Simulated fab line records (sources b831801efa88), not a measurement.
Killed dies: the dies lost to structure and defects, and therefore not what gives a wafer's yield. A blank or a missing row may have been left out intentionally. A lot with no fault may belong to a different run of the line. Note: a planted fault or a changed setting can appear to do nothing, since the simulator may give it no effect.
What tool caused it? / flow sky130 / Sampling: 11 lots, 33 wafers, 5 of 708 route steps

WHAT THE GAUGES SHOWED, per wafer
SKY_VIA2_THK_MEAS_01. Usual: VIA2_HDPCVD_THK gives 1180 nm (standard deviation 12).
lot=L879; measured=day 35 22:16; on=film metro-03; VIA2_HDPCVD_THK (nm)=1185 1182 1194; flag=
lot=L883; measured=day 37 00:01; on=film metro-01; VIA2_HDPCVD_THK (nm)=1193 1197 1202; flag=
lot=L884; measured=day 37 05:31; on=film metro-02; VIA2_HDPCVD_THK (nm)=1187 1184 1184; flag=
lot=L885; measured=day 37 07:24; on=film metro-02; VIA2_HDPCVD_THK (nm)=1193 1179 1179; flag=
lot=L886; measured=day 37 12:54; on=film metro-03; VIA2_HDPCVD_THK (nm)=1187 1181 1159; flag=
lot=L887; measured=day 37 19:46; on=film metro-01; VIA2_HDPCVD_THK (nm)=1181 1154 1169; flag=
lot=L888; measured=day 38 05:53; on=film metro-02; VIA2_HDPCVD_THK (nm)=1183 1188 1168; flag=
lot=L889; measured=day 38 13:27; on=film metro-01; VIA2_HDPCVD_THK (nm)=1190 1172 1196; flag=
lot=L890; measured=day 38 16:30; on=film metro-03; VIA2_HDPCVD_THK (nm)=1160 1152 1154; flag=
lot=L891; measured=day 39 05:31; on=film metro-01; VIA2_HDPCVD_THK (nm)=1202 1191 1157; flag=
lot=L892; measured=day 39 08:43; on=film metro-03; VIA2_HDPCVD_THK (nm)=1190 1184 1172; flag=

SKY_VIA3_BOW_MEAS_03. Usual: VIA3_BOW gives 78 um (standard deviation 8.7).
lot=L879; measured=day 39 06:41; on=film metro-03; VIA3_BOW (um)=77 73 78; flag=
lot=L883; measured=day 40 07:17; on=film metro-04; VIA3_BOW (um)=78 79 67; flag=
lot=L884; measured=day 40 13:17; on=film metro-02; VIA3_BOW (um)=91 86 75; flag=
lot=L885; measured=day 40 15:07; on=film metro-04; VIA3_BOW (um)=78 78 78; flag=
lot=L886; measured=day 40 19:52; on=film metro-03; VIA3_BOW (um)=68 77 71; flag=
lot=L887; measured=day 41 02:29; on=film metro-03; VIA3_BOW (um)=76 67 70; flag=
lot=L888; measured=day 41 13:01; on=film metro-03; VIA3_BOW (um)=85 93 94; flag=
lot=L889; measured=day 41 19:57; on=film metro-02; VIA3_BOW (um)=93 95 90; flag=
lot=L890; measured=day 41 23:25; on=film metro-03; VIA3_BOW (um)=78 82 65; flag=
lot=L891; measured=day 42 11:07; on=film metro-04; VIA3_BOW (um)=86 87 80; flag=
lot=L892; measured=day 42 14:11; on=film metro-03; VIA3_BOW (um)=79 74 69; flag=

WHAT TOOL EACH LOT RAN ON (gives the tool, then ch and the chambers of the sampled wafers, and finally the start)
lot=L879; SKY_METAL3_SPUTTER_04=pvd sputter-04, day 37 01:52; SKY_METAL3_METAL_ETCH_18=rie metal-02 ch 0,1, day 39 05:23; SKY_METAL3_STRIP_19=plasma asher-04 ch 0,1, day 39 05:32
lot=L883; SKY_METAL3_SPUTTER_04=pvd sputter-02, day 38 03:50; SKY_METAL3_METAL_ETCH_18=rie metal-01 ch 0,1, day 40 05:53; SKY_METAL3_STRIP_19=plasma asher-03 ch 0,1, day 40 06:08
lot=L884; SKY_METAL3_SPUTTER_04=pvd sputter-02, day 38 09:27; SKY_METAL3_METAL_ETCH_18=rie metal-02 ch 0,1, day 40 12:00; SKY_METAL3_STRIP_19=plasma asher-04 ch 0,1, day 40 12:09
lot=L885; SKY_METAL3_SPUTTER_04=pvd sputter-02, day 38 10:49; SKY_METAL3_METAL_ETCH_18=rie metal-02 ch 0,1, day 40 13:47; SKY_METAL3_STRIP_19=plasma asher-04 ch 0,1, day 40 13:58
lot=L886; SKY_METAL3_SPUTTER_04=pvd sputter-02, day 38 16:31; SKY_METAL3_METAL_ETCH_18=rie metal-03 ch 0,1, day 40 18:32; SKY_METAL3_STRIP_19=plasma asher-04 ch 0, day 40 18:43
lot=L887; SKY_METAL3_SPUTTER_04=pvd sputter-04, day 38 22:52; SKY_METAL3_METAL_ETCH_18=rie metal-01 ch 0,1, day 41 01:11; SKY_METAL3_STRIP_19=plasma asher-04 ch 0, day 41 01:21
lot=L888; SKY_METAL3_SPUTTER_04=pvd sputter-04, day 39 08:51; SKY_METAL3_METAL_ETCH_18=rie metal-01 ch 0,1, day 41 11:17; SKY_METAL3_STRIP_19=plasma asher-01 ch 0,1, day 41 11:28
lot=L889; SKY_METAL3_SPUTTER_04=pvd sputter-04, day 39 17:22; SKY_METAL3_METAL_ETCH_18=rie metal-01 ch 0,1, day 41 18:31; SKY_METAL3_STRIP_19=plasma asher-04 ch 0,1, day 41 18:40
lot=L890; SKY_METAL3_SPUTTER_04=pvd sputter-02, day 39 20:01; SKY_METAL3_METAL_ETCH_18=rie metal-03 ch 0,1, day 41 22:08; SKY_METAL3_STRIP_19=plasma asher-03 ch 0,1, day 41 22:18
lot=L891; SKY_METAL3_SPUTTER_04=pvd sputter-02, day 40 08:18; SKY_METAL3_METAL_ETCH_18=rie metal-01 ch 0,1, day 42 09:48; SKY_METAL3_STRIP_19=plasma asher-03 ch 0,1, day 42 09:59
lot=L892; SKY_METAL3_SPUTTER_04=pvd sputter-02, day 40 11:38; SKY_METAL3_METAL_ETCH_18=rie metal-03 ch 0,1, day 42 12:55; SKY_METAL3_STRIP_19=plasma asher-01 ch 0,1, day 42 13:04
- SKY_METAL3_SPUTTER_04: material TiN, target thk 70 nm, time 58.3 s.
- SKY_METAL3_METAL_ETCH_18: etches the open film in Cl2/BCl3, stops on SiO2, target depth 845 nm, time 183.1 s.
- SKY_METAL3_STRIP_19: strips in O2/N2.

WHAT THE TOOLS THEMSELVES READ (means of the sampled wafers that have a number; where no wafer has one, the mark that the record gives instead)
SKY_METAL3_SPUTTER_04. Usual: 30.2 % for throttle valve pct, sd 1.2.
lot=L879; tool=pvd sputter-04; throttle valve pct (%)=30.2; flag=
lot=L883; tool=pvd sputter-02; throttle valve pct (%)=29.4; flag=
lot=L884; tool=pvd sputter-02; throttle valve pct (%)=29.7; flag=
lot=L885; tool=pvd sputter-02; throttle valve pct (%)=30.0; flag=
lot=L886; tool=pvd sputter-02; throttle valve pct (%)=30.2; flag=
lot=L887; tool=pvd sputter-04; throttle valve pct (%)=29.3; flag=
lot=L888; tool=pvd sputter-04; throttle valve pct (%)=29.3; flag=
lot=L889; tool=pvd sputter-04; throttle valve pct (%)=29.4; flag=
lot=L890; tool=pvd sputter-02; throttle valve pct (%)=29.6; flag=
lot=L891; tool=pvd sputter-02; throttle valve pct (%)=29.7; flag=
lot=L892; tool=pvd sputter-02; throttle valve pct (%)=29.5; flag=

SKY_METAL3_METAL_ETCH_18. Usual: chamber pressure mTorr 10.000 mTorr, standard deviation 0.0094; drypump motor current A 5.6 A, standard deviation 0.35; he backside leak sccm 3.29 sccm, standard deviation 0.2; oes product au 0.866 a.u., standard deviation 0.0064; throttle valve pct 22.265 %, standard deviation 0.0093.
lot=L879; tool=rie metal-02; chamber pressure mTorr (mTorr)=9.989; drypump motor current A (A)=5.7; he backside leak sccm (sccm)=3.30; oes product au (a.u.)=0.875; throttle valve pct (%)=22.261; flag=
lot=L883; tool=rie metal-01; chamber pressure mTorr (mTorr)=10.001; drypump motor current A (A)=5.5; he backside leak sccm (sccm)=3.32; oes product au (a.u.)=0.867; throttle valve pct (%)=22.265; flag=
lot=L884; tool=rie metal-02; chamber pressure mTorr (mTorr)=9.991; drypump motor current A (A)=5.6; he backside leak sccm (sccm)=3.35; oes product au (a.u.)=0.868; throttle valve pct (%)=22.260; flag=
lot=L885; tool=rie metal-02; chamber pressure mTorr (mTorr)=10.000; drypump motor current A (A)=5.7; he backside leak sccm (sccm)=3.24; oes product au (a.u.)=0.862; throttle valve pct (%)=22.264; flag=
lot=L886; tool=rie metal-03; chamber pressure mTorr (mTorr)=9.994; drypump motor current A (A)=5.4; he backside leak sccm (sccm)=3.21; oes product au (a.u.)=0.865; throttle valve pct (%)=22.271; flag=
lot=L887; tool=rie metal-01; chamber pressure mTorr (mTorr)=9.999; drypump motor current A (A)=5.5; he backside leak sccm (sccm)=3.37; oes product au (a.u.)=0.871; throttle valve pct (%)=22.274; flag=
lot=L888; tool=rie metal-01; chamber pressure mTorr (mTorr)=10.001; drypump motor current A (A)=5.5; he backside leak sccm (sccm)=3.43; oes product au (a.u.)=0.863; throttle valve pct (%)=22.256; flag=
lot=L889; tool=rie metal-01; chamber pressure mTorr (mTorr)=9.992; drypump motor current A (A)=5.4; he backside leak sccm (sccm)=3.34; oes product au (a.u.)=0.863; throttle valve pct (%)=22.266; flag=
lot=L890; tool=rie metal-03; chamber pressure mTorr (mTorr)=10.001; drypump motor current A (A)=5.8; he backside leak sccm (sccm)=3.13; oes product au (a.u.)=0.868; throttle valve pct (%)=22.270; flag=
lot=L891; tool=rie metal-01; chamber pressure mTorr (mTorr)=10.005; drypump motor current A (A)=5.5; he backside leak sccm (sccm)=3.40; oes product au (a.u.)=0.870; throttle valve pct (%)=22.263; flag=
lot=L892; tool=rie metal-03; chamber pressure mTorr (mTorr)=9.997; drypump motor current A (A)=5.4; he backside leak sccm (sccm)=3.08; oes product au (a.u.)=0.876; throttle valve pct (%)=22.260; flag=

SKY_METAL3_STRIP_19. Usual: chamber pressure mTorr 1499.8 mTorr, standard deviation 1.5; drypump motor current A 5.62 A, standard deviation 0.18; oes product au 0.501 a.u., standard deviation 0.0059; strip time to endpoint s 6.51 s, standard deviation 0.12.
lot=L879; tool=plasma asher-04; chamber pressure mTorr (mTorr)=1500.2; drypump motor current A (A)=5.61; oes product au (a.u.)=0.497; strip time to endpoint s (s)=6.48; flag=
lot=L883; tool=plasma asher-03; chamber pressure mTorr (mTorr)=1501.7; drypump motor current A (A)=5.63; oes product au (a.u.)=0.504; strip time to endpoint s (s)=6.58; flag=
lot=L884; tool=plasma asher-04; chamber pressure mTorr (mTorr)=1500.7; drypump motor current A (A)=5.53; oes product au (a.u.)=0.499; strip time to endpoint s (s)=6.49; flag=
lot=L885; tool=plasma asher-04; chamber pressure mTorr (mTorr)=1500.3; drypump motor current A (A)=5.51; oes product au (a.u.)=0.500; strip time to endpoint s (s)=6.45; flag=
lot=L886; tool=plasma asher-04; chamber pressure mTorr (mTorr)=1499.4; drypump motor current A (A)=5.66; oes product au (a.u.)=0.503; strip time to endpoint s (s)=6.55; flag=
lot=L887; tool=plasma asher-04; chamber pressure mTorr (mTorr)=1499.5; drypump motor current A (A)=5.67; oes product au (a.u.)=0.508; strip time to endpoint s (s)=6.61; flag=
lot=L888; tool=plasma asher-01; chamber pressure mTorr (mTorr)=1498.5; drypump motor current A (A)=5.80; oes product au (a.u.)=0.506; strip time to endpoint s (s)=6.58; flag=
lot=L889; tool=plasma asher-04; chamber pressure mTorr (mTorr)=1500.4; drypump motor current A (A)=5.51; oes product au (a.u.)=0.503; strip time to endpoint s (s)=6.64; flag=
lot=L890; tool=plasma asher-03; chamber pressure mTorr (mTorr)=1498.9; drypump motor current A (A)=5.67; oes product au (a.u.)=0.499; strip time to endpoint s (s)=6.47; flag=
lot=L891; tool=plasma asher-03; chamber pressure mTorr (mTorr)=1500.1; drypump motor current A (A)=5.69; oes product au (a.u.)=0.507; strip time to endpoint s (s)=6.67; flag=
lot=L892; tool=plasma asher-01; chamber pressure mTorr (mTorr)=1498.3; drypump motor current A (A)=5.82; oes product au (a.u.)=0.502; strip time to endpoint s (s)=6.47; flag=

THE ANSWER, worked out from the rows above alone
Rule: lot off if the mean of its wafers having a number is beyond 3 standard deviations from the usual mean. A lot without any number at a reading at which 4 lots or more have one is off too. Where the step has rows for the other lots, those lots are counted as sound. The gauges are gone through in route order, then the tools' own readings, and for those a lot's mean is taken as printed above. At the first step where some lot is off, the reading lying furthest off is the one used; lots without a number count as furthest.
Across all readings shown, no lot is off: no conclusion can be drawn from this.

WHAT HAD BEEN PUT IN BY THE SIMULATOR
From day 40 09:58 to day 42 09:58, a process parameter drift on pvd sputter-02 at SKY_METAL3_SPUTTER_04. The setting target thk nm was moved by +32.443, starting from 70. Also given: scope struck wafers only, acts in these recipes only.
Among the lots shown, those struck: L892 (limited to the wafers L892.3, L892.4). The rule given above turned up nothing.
